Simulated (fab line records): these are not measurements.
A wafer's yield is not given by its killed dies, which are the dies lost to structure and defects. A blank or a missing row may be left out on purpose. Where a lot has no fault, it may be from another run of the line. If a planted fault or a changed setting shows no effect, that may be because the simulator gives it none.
Matching of chambers :: flow gf180mcu :: GF_CONTACT_CMP_27 on cmp-02: 4 sister chambers
The step polishes, stops on SiO2, t overpolish 15 s, target thk 0 nm. 4 wafers are shown with their chamber, then 7 later ones without.

## WAFERS PAIRED WITH THEIR CHAMBERS
wafer: L881.2
chamber: 1
motor current A (A): 13.9

wafer: L881.6
chamber: 3
motor current A (A): 12.5

wafer: L882.1
chamber: 2
motor current A (A): 9.8

wafer: L882.3
chamber: 0
motor current A (A): 9.3

## WAFERS MISSING THEIR CHAMBER
wafer: L882.5
motor current A (A): 8.6

wafer: L883.2
motor current A (A): 9.7

wafer: L883.4
motor current A (A): 11.6

wafer: L883.5
motor current A (A): 9.7

wafer: L884.1
motor current A (A): 12.8

wafer: L884.3
motor current A (A): 9.5

wafer: L884.5
motor current A (A): 11.5

## WHICH CHAMBER EACH ONE RAN IN
wafer: L882.5
from the rows above: can't be placed: 0 or 2
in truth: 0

wafer: L883.2
from the rows above: can't be placed: 2 or 0
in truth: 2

wafer: L883.4
from the rows above: can't be placed: 3 or 2
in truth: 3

wafer: L883.5
from the rows above: can't be placed: 2 or 0
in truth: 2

wafer: L884.1
from the rows above: can't be placed: 3 or 1
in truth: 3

wafer: L884.3
from the rows above: can't be placed: 0 or 2
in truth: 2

wafer: L884.5
from the rows above: can't be placed: 3 or 2
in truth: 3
Correctly placed: 0 of 7. These rows do not allow placing 7 (true chamber among the candidates in 7). 0 placed wrongly.
How it was worked out, from the rows above alone: a wafer's distance from a chamber is the root of the sum, over the readings, of the square of ((its reading less the chamber's mean) divided by the reading's scatter). The wafer belongs to the nearest chamber; if the next one is less than 2 further off, it can't be placed. For every chamber, the mean is computed from those of its wafers that are shown. The scatter (one wafer shown for each chamber): square how far every hidden wafer sits from the nearest shown wafer, average those squares and take the square root.
